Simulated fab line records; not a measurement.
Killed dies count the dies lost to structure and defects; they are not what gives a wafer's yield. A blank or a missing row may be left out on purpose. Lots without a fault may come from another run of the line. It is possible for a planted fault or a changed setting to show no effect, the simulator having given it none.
Struck lot and sound lot, side by side :: flow sky130 :: 16 steps out of a route of 708
Sound: these wafers, L249.2, L249.5, L249.6. Struck: wafer L252.4 (L252.1, L252.5, from the same lot, were not struck and are left out); the cause is given at the end.
At each step with rows: each side's tool, then ch and its chambers, then its first start. Under that, the readings that differ: sound wafers :: struck wafers :: difference of the means :: sigmas: that difference in standard deviations of wafers without a fault.
alike: readings with means less than 2 such deviations apart, plus words and numbers identical on both sides. not compared: withheld readings, readings lacking a value on some wafer, bounds such as >300 that could conceal the same value, and numbers that have no deviation in the record and whose values overlap.
A row with sigmas, a row that says differs or no value, or rows on one side alone: a step with any of these is where the two part. Non-overlapping numbers with no deviation appear without sigmas and do not part them. A reading that every wafer of one side lacks parts them only if that side has two wafers or more.

SKY_SD_N_OVL_MEAS_08:
  sound: overlay-02 at day 29 21:00; struck: overlay-01 at day 31 01:01
  alike: SD_N_OVL
then, 2 steps without rows for these wafers: SKY_SD_N_IMPLANT_09; SKY_SD_N_IMPLANT_10.
SKY_SD_N_STRIP_11: strips in O2/N2.
  sound on plasmaAsher-01 ch 0,1, day 29 21:20; struck on plasmaAsher-02 ch 1, day 31 01:22
reading: oesProductAu (a.u.)
sound: 0.522 0.524 0.517
struck: 0.540
difference: +0.019
sigmas: +4
  alike: drypumpMotorCurrentA, n2FlowSccm, stripTimeToEndpointS
  not compared: rfHoursCounterH
SKY_SD_N_TW_MEAS_12:
  sound: filmMetro-02 at day 29 21:26; struck: filmMetro-01 at day 31 01:28
  alike: SD_N_TW
then, 1 step without rows for these wafers: SKY_SD_N_CLEAN_13 (cleans in SC1/SC2, time 150 s).
SKY_SD_N_RTA_14: time 2 s.
  sound on rtpAnneal-01 ch 0, day 29 21:33; struck on rtpAnneal-01 ch 0, day 31 01:34
  alike: lampPowerPct, rampDownCPerS, wafer_temp_C_max
SKY_SD_N_RS_MEAS_16: a four-point-probe measurement.
  sound: filmMetro-04 at day 29 21:44; struck: filmMetro-02 at day 31 01:44
  alike: SD_N_RS
SKY_SD_N_RS_MEAS_17: a four-point-probe measurement.
  sound: filmMetro-04 at day 29 21:51; struck: filmMetro-02 at day 31 01:52
  alike: SD_P_RS
SKY_SD_N_RS_MEAS_18: a four-point-probe measurement.
  sound: filmMetro-04 at day 29 21:58; struck: filmMetro-02 at day 31 01:59
  alike: RES_XHIGH_RS
then, 1 step without rows for these wafers: SKY_SALICIDE_CLEAN_00 (cleans in HF-last, time 30 s).
SKY_LI_CONTACT_HDPCVD_00: deposits PSG, target thk 930 nm, time 155 s.
  sound on hdpcvd-02 ch 1,2, day 29 22:05; struck on hdpcvd-02 ch 0, day 31 02:07
reading: runLengthS (s)
sound: 183.3 183.7 184.1
struck: 255.8
difference: +72.1
sigmas: +99 or more

reading: model.PSG_of_LI_CONTACT_HDPCVD_00.thkNm (nm)
sound: 932.4 917.4 934.5
struck: 1369
difference: +441
sigmas: 
SKY_LI_CONTACT_THK_MEAS_01:
  sound: filmMetro-02 at day 29 22:12; struck: filmMetro-04 at day 31 02:13
reading: LI_CONTACT_HDPCVD_THK (nm)
sound: 932 917 935
struck: 1370
difference: +442
sigmas: +51
SKY_LI_CONTACT_CMP_02: polishes PSG.
  sound on cmp-01 ch 0,1,2, day 29 22:24; struck on cmp-02 ch 2, day 31 02:20
reading: timeToEndpointS (s)
sound: 30.8 33.9 31.6
struck: 72.6
difference: +40.5
sigmas: +15
  alike: motorCurrentA
SKY_LI_CONTACT_BOW_MEAS_03:
  sound: filmMetro-04 at day 29 22:34; struck: filmMetro-01 at day 31 02:35
  alike: LI_CONTACT_BOW
next, for these wafers, 1 step has no rows: SKY_PAD_OPEN_PROBE_99.

## WHERE THEY PART
Earliest at SKY_SD_N_STRIP_11; latest, in this record, at SKY_LI_CONTACT_CMP_02. Later steps at which nothing parts them and some readings are alike: SKY_LI_CONTACT_BOW_MEAS_03.

WHY: the cause the simulator had injected
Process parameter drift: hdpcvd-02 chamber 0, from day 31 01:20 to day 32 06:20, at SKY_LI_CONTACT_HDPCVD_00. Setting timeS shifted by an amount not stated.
